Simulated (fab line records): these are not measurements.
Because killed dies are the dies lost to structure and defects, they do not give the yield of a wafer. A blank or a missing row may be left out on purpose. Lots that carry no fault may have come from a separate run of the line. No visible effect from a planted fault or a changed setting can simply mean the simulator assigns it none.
fab line records	flow sky130
record lots=11	wafers=33	last-day=50
route steps=708 shown POLY_GATE@218 LDD_P@265 LDD_HVN@271 LDD_LDN@302 PAD_OPEN@708
lots that met no fault: from a run of the same line without faults
start-h: the number of hours between the record's first day and the start of the first shown wafer of the lot	wait-h: how many hours have passed since the lot's step before this one	" repeats the value in the row above	L1.1+2: one row covering several wafers at once	- no value, or no start given	* or withheld: withheld	< > ~ a bound
route shown NAME@n: names a module that has steps shown in the file, with the first one's number in the route	usual: mean and standard deviation over wafers with no fault	same: alike in all rows	chamber/n: place in a boat	sites: the reading at each site	_std_site: their standard deviation	_edge_site: outer sites' mean less inner sites'	radius-mm: how far each site lies from the wafer's centre	mask NAME#n: copy n	behind: the most recent tool/chamber to have shaped the wafer	hold: why the lot was held/for how many hours/how that ended	device: the transistor (n, p or np) that didn't switch	end of line: the route-end tests of the same wafers	a step given without rows: its recipe and nothing more	killed: not the wafer's yield, but the dies lost to structure and defects at the first sort	map: a wafer's dies, x killed, . not, _ none there
set.NAME: the setting the step ran with; set.NAME@STEP: the setting that earlier step ran with	model.NAME: the simulator's own value behind a step, which no gauge read
a sample of lots followed through the steps of the route, with each step as a table and each wafer as a row
services: the hour from which a tool's chamber was out of use, counted from the record's first day as start-h (under 0 if before that day), plus the number of hours and why
## steps
# step SKY_POLY_GATE_THK_MEAS_04
# recipe reads=Si3N4_of_POLY_GATE_CVD_03
# usual POLY_GATE_CVD_03_THK=75.0/0.7
lot.wafer	tool	chamber	start-h	wait-h	POLY_GATE_CVD_03_THK[nm]
L993.1	film-metro-01	-	346.52	0.0	74.2
L993.3	"	-	"	"	73.6
L993.5	"	-	"	"	74.2
L998.1	film-metro-03	-	386.29	0.0	74.8
L998.2	"	-	"	"	75.1
L998.4	"	-	"	"	74.3
L103.1	film-metro-01	-	427.80	0.0	73.5
L103.2	"	-	"	"	74.4
L103.4	"	-	"	"	74.2
L104.2	film-metro-03	-	434.85	0.0	75.6
L104.3	"	-	"	"	75.1
L104.6	"	-	"	"	75.7
L107.1	film-metro-03	-	459.75	0.0	74.2
L107.4	"	-	"	"	74.5
L107.6	"	-	"	"	74.4
L108.2	film-metro-03	-	469.83	0.0	75.7
L108.3	"	-	"	"	76.6
L108.5	"	-	"	"	76.4
L109.1	film-metro-03	-	477.75	0.0	74.2
L109.5	"	-	"	"	74.0
L109.6	"	-	"	"	73.6
L111.2	film-metro-03	-	499.78	0.0	75.3
L111.4	"	-	"	"	75.8
L111.5	"	-	"	"	75.8
L112.1	film-metro-02	-	506.16	0.0	75.0
L112.4	"	-	"	"	76.0
L112.5	"	-	"	"	75.9
L114.2	film-metro-01	-	516.08	0.0	75.4
L114.3	"	-	"	"	74.7
L114.5	"	-	"	"	74.7
L116.1	film-metro-03	-	536.27	0.0	74.8
L116.2	"	-	"	"	74.5
L116.6	"	-	"	"	74.7
# step SKY_LDD_P_STRIP_10
# recipe chemistry=O2/N2	power-w=1400	pressure-mtorr=1500	platen-temp-c=withheld	o2-flow-sccm=3000	n2-flow-sccm=300	overash-fraction=0.5
# usual drypump-motor-current-A=5.8/0.47	n2-flow-sccm=300.1/0.92	oes-product-au=0.716/0.0044	strip-time-to-endpoint-s=14.18/0.043
lot.wafer	tool	chamber	start-h	wait-h	drypump-motor-current-A	n2-flow-sccm	oes-product-au	rf-hours-counter-h	strip-time-to-endpoint-s
L993.1	plasma-asher-01	1	437.76	0.1	5.3	299.7	0.724	73	14.21
L993.3	"	1	"	"	5.3	300.7	0.723	-	14.16
L993.5	"	1	"	"	5.3	299.5	0.716	-	14.18
L998.1	plasma-asher-03	1	482.13	0.1	6.2	300.7	0.711	37	14.18
L998.2	"	0	"	"	6.0	300.5	0.711	37	14.22
L998.4	"	0	"	"	6.0	301.2	0.705	-	14.16
L103.1	plasma-asher-02	0	523.22	0.1	5.0	300.9	0.713	74	14.12
L103.2	"	1	"	"	5.6	299.8	0.710	74	14.16
L103.4	"	0	"	"	5.0	299.8	0.721	-	14.15
L104.2	plasma-asher-03	0	530.76	0.1	6.1	299.8	0.721	42	14.17
L104.3	"	0	"	"	6.0	298.6	0.721	-	14.16
L104.6	"	0	"	"	6.0	301.4	0.714	-	14.17
L107.1	plasma-asher-03	1	554.96	0.1	6.2	300.5	0.715	44	14.16
L107.4	"	1	"	"	6.2	300.3	0.713	-	14.16
L107.6	"	0	"	"	6.0	299.9	0.715	-	14.18
L108.2	plasma-asher-01	1	565.71	0.1	5.4	300.8	0.714	86	14.19
L108.3	"	0	"	"	6.3	299.5	0.715	-	14.18
L108.5	"	0	"	"	6.3	299.0	0.711	-	14.16
L109.1	plasma-asher-01	1	570.87	0.1	5.4	300.1	0.715	86	14.22
L109.5	"	1	"	"	5.3	299.7	0.720	-	14.23
L109.6	"	0	"	"	6.3	301.8	0.714	-	14.20
L111.2	plasma-asher-01	1	593.38	0.1	5.3	300.4	0.709	89	14.12
L111.4	"	1	"	"	5.4	299.5	0.718	-	14.13
L111.5	"	0	"	"	6.3	297.7	0.713	-	14.14
L112.1	plasma-asher-01	0	600.93	0.1	6.3	301.0	0.710	90	14.16
L112.4	"	1	"	"	5.4	299.7	0.714	-	14.16
L112.5	"	0	"	"	6.3	298.8	0.723	-	14.17
L114.2	plasma-asher-01	1	608.77	0.1	5.3	300.6	0.715	90	14.15
L114.3	"	0	"	"	6.4	301.4	0.711	-	14.14
L114.5	"	0	"	"	6.3	301.1	0.714	-	14.17
L116.1	plasma-asher-01	0	627.63	0.1	6.4	300.2	0.711	92	14.16
L116.2	"	1	"	"	5.4	301.0	0.721	92	14.17
L116.6	"	1	"	"	5.4	300.3	0.713	-	14.18
# step SKY_LDD_P_TW_MEAS_11
# usual LDD_P_TW=636/4.4
lot.wafer	tool	chamber	start-h	wait-h	LDD_P_TW
L993.1	film-metro-02	-	437.86	0.1	638
L993.3	"	-	"	"	636
L993.5	"	-	"	"	635
L998.1	film-metro-04	-	482.23	0.1	627
L998.2	"	-	"	"	629
L998.4	"	-	"	"	633
L103.1	film-metro-02	-	523.32	0.1	638
L103.2	"	-	"	"	641
L103.4	"	-	"	"	639
L104.2	film-metro-02	-	530.87	0.1	636
L104.3	"	-	"	"	637
L104.6	"	-	"	"	635
L107.1	film-metro-01	-	555.06	0.1	642
L107.4	"	-	"	"	642
L107.6	"	-	"	"	640
L108.2	film-metro-01	-	565.82	0.1	644
L108.3	"	-	"	"	641
L108.5	"	-	"	"	641
L109.1	film-metro-02	-	570.97	0.1	635
L109.5	"	-	"	"	635
L109.6	"	-	"	"	633
L111.2	film-metro-04	-	593.49	0.1	631
L111.4	"	-	"	"	628
L111.5	"	-	"	"	634
L112.1	film-metro-02	-	601.03	0.1	636
L112.4	"	-	"	"	639
L112.5	"	-	"	"	635
L114.2	film-metro-04	-	608.88	0.1	627
L114.3	"	-	"	"	630
L114.5	"	-	"	"	627
L116.1	film-metro-01	-	627.73	0.1	638
L116.2	"	-	"	"	638
L116.6	"	-	"	"	637
# step SKY_LDD_HVN_EXPOSE_04
# recipe mask-id=HVNTM	na=0.6	source-shape=conventional	sigma-outer=0.6	polarization=unpolarized	target-cd-nm=700	dose-mj=127
lot.wafer	tool	chamber	start-h	wait-h	mask
L993.1+3+5	iline-stepper-02	0	453.43	-	HVNTM#0
L998.1+2+4	iline-stepper-01	0	497.78	-	LDNTM#0
L103.1+2+4	iline-stepper-02	0	538.88	-	HVNTM#0
L104.2+3+6	iline-stepper-01	0	545.51	-	HVNTM#0
L107.1+4+6	iline-stepper-02	0	570.04	-	HVNTM#0
L108.2+3+5	iline-stepper-02	0	580.07	-	HVNTM#0
L109.1+5+6	iline-stepper-01	0	585.65	-	HVNTM#0
L111.2+4+5	iline-stepper-01	0	608.18	-	HVNTM#0
L112.1+4+5	iline-stepper-01	0	615.29	-	HVNTM#0
L114.2+3+5	iline-stepper-01	0	623.08	-	HVNTM#0
L116.1+2+6	iline-stepper-01	0	641.56	-	HVNTM#0
# step SKY_LDD_HVN_OVL_MEAS_07
# usual LDD_HVN_OVL=-0.1/1.4
lot.wafer	tool	chamber	start-h	wait-h	LDD_HVN_OVL[nm]
L993.1	overlay-01	-	468.66	0.1	0.8
L993.3	"	-	"	"	-0.3
L993.5	"	-	"	"	-1.2
L998.1	overlay-01	-	512.66	0.1	-
L998.2	"	-	"	"	-
L998.4	"	-	"	"	-
L103.1	overlay-01	-	553.58	0.1	2.4
L103.2	"	-	"	"	2.9
L103.4	"	-	"	"	0.4
L104.2	overlay-01	-	560.51	0.1	1.1
L104.3	"	-	"	"	-0.8
L104.6	"	-	"	"	-0.7
L107.1	overlay-01	-	584.40	0.1	1.9
L107.4	"	-	"	"	1.3
L107.6	"	-	"	"	0.5
L108.2	overlay-02	-	594.94	0.1	-0.3
L108.3	"	-	"	"	-0.6
L108.5	"	-	"	"	0.5
L109.1	overlay-02	-	600.43	0.1	-1.5
L109.5	"	-	"	"	-1.4
L109.6	"	-	"	"	-2.6
L111.2	overlay-02	-	622.01	0.1	-2.1
L111.4	"	-	"	"	-1.6
L111.5	"	-	"	"	-0.4
L112.1	overlay-01	-	629.97	0.1	1.6
L112.4	"	-	"	"	2.0
L112.5	"	-	"	"	2.0
L114.2	overlay-02	-	637.41	0.1	-1.3
L114.3	"	-	"	"	-0.2
L114.5	"	-	"	"	-1.3
L116.1	overlay-02	-	656.25	0.1	-1.6
L116.2	"	-	"	"	-1.0
L116.6	"	-	"	"	-0.1
# step SKY_LDD_HVN_TW_MEAS_10
# usual LDD_HVN_TW=1441/6.4
lot.wafer	tool	chamber	start-h	wait-h	LDD_HVN_TW
L993.1	film-metro-03	-	468.95	0.1	1450
L993.3	"	-	"	"	1445
L993.5	"	-	"	"	1447
L998.1	film-metro-02	-	512.95	0.1	30
L998.2	"	-	"	"	30
L998.4	"	-	"	"	30
L103.1	film-metro-03	-	553.87	0.1	1445
L103.2	"	-	"	"	1443
L103.4	"	-	"	"	1453
L104.2	film-metro-01	-	560.80	0.1	1450
L104.3	"	-	"	"	1445
L104.6	"	-	"	"	1454
L107.1	film-metro-01	-	584.69	0.1	1442
L107.4	"	-	"	"	1447
L107.6	"	-	"	"	1441
L108.2	film-metro-03	-	595.23	0.1	1441
L108.3	"	-	"	"	1438
L108.5	"	-	"	"	1432
L109.1	film-metro-03	-	600.72	0.1	1437
L109.5	"	-	"	"	1430
L109.6	"	-	"	"	1432
L111.2	film-metro-01	-	622.30	0.1	1438
L111.4	"	-	"	"	1435
L111.5	"	-	"	"	1441
L112.1	film-metro-01	-	630.25	0.1	1435
L112.4	"	-	"	"	1440
L112.5	"	-	"	"	1441
L114.2	film-metro-02	-	637.70	0.1	1431
L114.3	"	-	"	"	1432
L114.5	"	-	"	"	1445
L116.1	film-metro-01	-	656.54	0.1	1443
L116.2	"	-	"	"	1451
L116.6	"	-	"	"	1450
# step SKY_LDD_LDN_TW_MEAS_13
# usual LDD_LDN_TW=1477/12
lot.wafer	tool	chamber	start-h	wait-h	LDD_LDN_TW
L993.1	film-metro-04	-	531.32	0.1	1463
L993.3	"	-	"	"	1469
L993.5	"	-	"	"	1467
L998.1	film-metro-04	-	573.14	0.1	1792
L998.2	"	-	"	"	1806
L998.4	"	-	"	"	1798
L103.1	film-metro-03	-	613.11	0.1	1477
L103.2	"	-	"	"	1483
L103.4	"	-	"	"	1475
L104.2	film-metro-01	-	620.57	0.1	1482
L104.3	"	-	"	"	1493
L104.6	"	-	"	"	1487
L107.1	film-metro-01	-	642.69	0.1	1479
L107.4	"	-	"	"	1483
L107.6	"	-	"	"	1483
L108.2	film-metro-04	-	652.50	0.1	1459
L108.3	"	-	"	"	1452
L108.5	"	-	"	"	1462
L109.1	film-metro-03	-	659.66	0.1	1491
L109.5	"	-	"	"	1497
L109.6	"	-	"	"	1491
L111.2	film-metro-04	-	679.62	0.1	1462
L111.4	"	-	"	"	1461
L111.5	"	-	"	"	1463
L112.1	film-metro-03	-	686.12	0.1	1485
L112.4	"	-	"	"	1478
L112.5	"	-	"	"	1481
L114.2	film-metro-04	-	694.27	0.1	1457
L114.3	"	-	"	"	1460
L114.5	"	-	"	"	1458
L116.1	film-metro-03	-	712.27	0.1	1477
L116.2	"	-	"	"	1476
L116.6	"	-	"	"	1472
# step SKY_PAD_OPEN_PROBE_99
# usual killed_at_M0_to_M3=43/7.2	killed_at_M4_up=3.3/2	killed-at-contacts=25/5.8	killed-at-front-end=15/4.5	killed-at-other=0.3/0.62	killed-dies=86/9.4	killed-on-rim=17/3.7	killed-open=47/7.1	killed-short=39/6
# same gross-dies=492	killed-at-back-side=0
lot.wafer	tool	chamber	start-h	wait-h	killed_at_M0_to_M3	killed_at_M4_up	killed-at-contacts	killed-at-front-end	killed-at-other	killed-dies	killed-on-rim	killed-open	killed-short
L998.1	prober-01	-	1107.14	0.1	29	5	30	428	0	492	96	32	44
L998.2	prober-01	-	1107.19	0.1	34	3	23	431	1	492	96	41	37
L998.4	prober-01	-	1107.29	0.2	41	1	32	418	0	492	96	49	42
L103.1	prober-01	-	1138.44	0.1	40	2	31	9	0	82	22	43	39
L103.2	prober-01	-	1138.49	0.1	54	7	22	15	0	98	21	60	38
L103.4	prober-01	-	1138.59	0.2	43	3	32	15	0	93	20	52	40
L104.2	prober-02	-	1139.44	0.1	40	7	32	15	0	94	15	51	43
L104.3	prober-02	-	1139.49	0.2	42	1	23	15	0	81	13	46	35
L104.6	prober-02	-	1139.64	0.2	47	3	25	9	0	84	13	51	33
L107.1	prober-01	-	1155.57	0.1	40	3	31	11	0	85	23	54	31
L107.4	prober-01	-	1155.72	0.2	51	6	22	9	0	88	20	39	49
L107.6	prober-01	-	1155.82	0.2	41	6	25	14	0	86	13	46	39
L116.1	prober-02	-	1195.53	0.1	43	5	33	17	2	100	19	63	37
L116.2	prober-02	-	1195.58	0.1	44	2	21	13	0	80	23	47	33
L116.6	prober-02	-	1195.78	0.2	46	3	30	16	0	95	15	57	38
# killed by level:class
L998.1 LDD_HVN:area-expose=416 CONTACT:geometric-particle:open=9 CONTACT:geometric-particle:short=7 VIA1:geometric-particle:open=5 POLY_GATE:geometric-particle:short=5 LI_CONTACT:geometric-particle:open=5 LOCAL_INTERCONNECT:geometric-particle:short=5 METAL3:geometric-particle:short=5
L998.2 LDD_HVN:area-expose=414 CONTACT:geometric-particle:open=12 POLY_GATE:geometric-particle:open=5 METAL2:geometric-particle:short=5 LI_CONTACT:geometric-particle:open=5 VIA1:geometric-particle:short=5 METAL1:geometric-particle:open=4 VIA1:geometric-particle:open=4
L998.4 LDD_HVN:area-expose=401 VIA1:geometric-particle:open=12 LI_CONTACT:geometric-particle:open=9 CONTACT:geometric-particle:open=9 FIELD_ISO:geometric-particle:short=7 CONTACT:geometric-particle:short=7 METAL1:geometric-particle:short=6 VIA2:geometric-particle:open=5
L103.1 CONTACT:geometric-particle:open=11 VIA1:geometric-particle:open=9 METAL1:geometric-particle:short=8 VIA2:geometric-particle:open=6 METAL2:geometric-particle:short=6 CONTACT:geometric-particle:short=5 LOCAL_INTERCONNECT:geometric-particle:short=5 LI_CONTACT:geometric-particle:short=5
L103.2 VIA1:geometric-particle:open=12 VIA2:geometric-particle:open=11 CONTACT:geometric-particle:open=9 LI_CONTACT:geometric-particle:open=8 METAL2:geometric-particle:short=7 FIELD_ISO:geometric-particle:short=6 VIA3:geometric-particle:open=6 METAL4:geometric-particle:short=5
L103.4 CONTACT:geometric-particle:open=10 VIA3:geometric-particle:open=10 LI_CONTACT:geometric-particle:open=8 VIA1:geometric-particle:open=8 METAL2:geometric-particle:short=7 CONTACT:geometric-particle:short=7 FIELD_ISO:geometric-particle:short=5 VIA1:geometric-particle:short=5
L104.2 CONTACT:geometric-particle:open=13 VIA1:geometric-particle:open=10 VIA3:geometric-particle:open=8 LI_CONTACT:geometric-particle:open=6 METAL1:geometric-particle:short=6 FIELD_ISO:geometric-particle:open=5 CONTACT:geometric-particle:short=5 METAL2:geometric-particle:short=5
L104.3 CONTACT:geometric-particle:open=13 VIA3:geometric-particle:open=8 CONTACT:geometric-particle:short=7 VIA1:geometric-particle:short=7 VIA1:geometric-particle:open=7 VIA2:geometric-particle:open=6 FIELD_ISO:geometric-particle:short=5 POLY_GATE:geometric-particle:open=5
L104.6 VIA1:geometric-particle:open=17 CONTACT:geometric-particle:open=13 VIA1:geometric-particle:short=6 VIA3:geometric-particle:open=5 LOCAL_INTERCONNECT:geometric-particle:short=4 METAL1:geometric-particle:short=4 FIELD_ISO:geometric-particle:open=3 POLY_GATE:geometric-particle:short=3
L107.1 LI_CONTACT:geometric-particle:open=13 VIA1:geometric-particle:open=12 CONTACT:geometric-particle:open=9 METAL1:geometric-particle:short=5 VIA3:geometric-particle:open=4 VIA1:geometric-particle:short=4 VIA2:geometric-particle:open=4 FIELD_ISO:geometric-particle:open=3
L107.4 VIA1:geometric-particle:open=18 METAL1:geometric-particle:short=8 CONTACT:geometric-particle:open=6 LI_CONTACT:geometric-particle:short=5 CONTACT:geometric-particle:short=5 VIA1:geometric-particle:short=5 METAL2:geometric-particle:short=5 LI_CONTACT:geometric-particle:open=4
L107.6 VIA1:geometric-particle:open=15 CONTACT:geometric-particle:open=11 METAL1:geometric-particle:short=7 CONTACT:geometric-particle:short=6 POLY_GATE:geometric-particle:open=5 VIA1:geometric-particle:short=4 VIA2:geometric-particle:short=4 METAL4:geometric-particle:short=4
L116.1 CONTACT:geometric-particle:open=16 VIA3:geometric-particle:open=10 LI_CONTACT:geometric-particle:open=7 CONTACT:geometric-particle:short=7 VIA1:geometric-particle:open=6 METAL2:geometric-particle:short=5 VIA1:geometric-particle:short=5 VIA2:geometric-particle:open=5
L116.2 VIA1:geometric-particle:open=13 LI_CONTACT:geometric-particle:open=8 VIA2:geometric-particle:open=8 VIA1:geometric-particle:short=5 LI_CONTACT:geometric-particle:short=4 VIA3:geometric-particle:short=4 FIELD_ISO:geometric-particle:short=3 FIELD_ISO:geometric-particle:open=3
L116.6 VIA1:geometric-particle:open=15 CONTACT:geometric-particle:open=11 VIA2:geometric-particle:open=10 LI_CONTACT:geometric-particle:open=7 VIA3:geometric-particle:open=6 LI_CONTACT:geometric-particle:short=6 FIELD_ISO:geometric-particle:open=5 METAL1:geometric-particle:short=5
## services
tool	chamber	start-h	hours	kind
plasma-asher-03	-	416.10	1.1	repair
plasma-asher-03	-	421.02	1.7	repair
iline-stepper-01	-	429.89	1.7	pm
iline-stepper-02	0	446.29	-	calibration
iline-stepper-02	-	483.47	3.7	repair
iline-stepper-01	0	503.63	-	calibration
iline-stepper-02	-	507.55	12.8	repair
plasma-asher-02	-	519.95	1.2	repair
iline-stepper-02	-	521.26	6.6	repair
plasma-asher-03	-	558.74	1.5	repair
plasma-asher-03	-	570.37	0.9	repair
iline-stepper-02	-	584.17	1.7	pm
iline-stepper-02	-	604.38	4.4	pm
plasma-asher-02	-	630.72	2.8	pm
## key
first-sign step=SKY_LDD_HVN_EXPOSE_04	reading=mask	direction=changed
effect step=SKY_LDD_HVN_OVL_MEAS_07	reading=LDD_HVN_OVL	direction=missing
effect step=SKY_LDD_HVN_TW_MEAS_10	reading=LDD_HVN_TW	direction=down	sigmas=99+	usual=1441	struck=30
effect step=SKY_LDD_LDN_TW_MEAS_13	reading=LDD_LDN_TW	direction=up	sigmas=26	usual=1477	struck=1799
effect step=SKY_PAD_OPEN_PROBE_99	reading=killed-at-front-end	direction=up	sigmas=91	usual=15	struck=426
more-kills-born-at SKY_LDD_HVN_EXPOSE_04@iline-stepper-01=1231
met-at SKY_LDD_HVN_EXPOSE_04
struck-lots L998
tester-left-out L998
not-acting-at SKY_POLY_GATE_THK_MEAS_04,SKY_LDD_P_STRIP_10,SKY_LDD_P_TW_MEAS_11
fault kind=wrong-mask	tool=any	chamber=-	onset-h=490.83	steps=SKY_LDD_HVN_EXPOSE_04	aux-copy=LDNTM#0	scope=struck-lots-only
# tester-left-out: of these lots the tester's yield and bins aren't shown, on N5 and GAA mostly nor the transistor test; their killed dies are dies lost to structure and defects alone, not to doping, threshold or leakage, so they don't give the yield
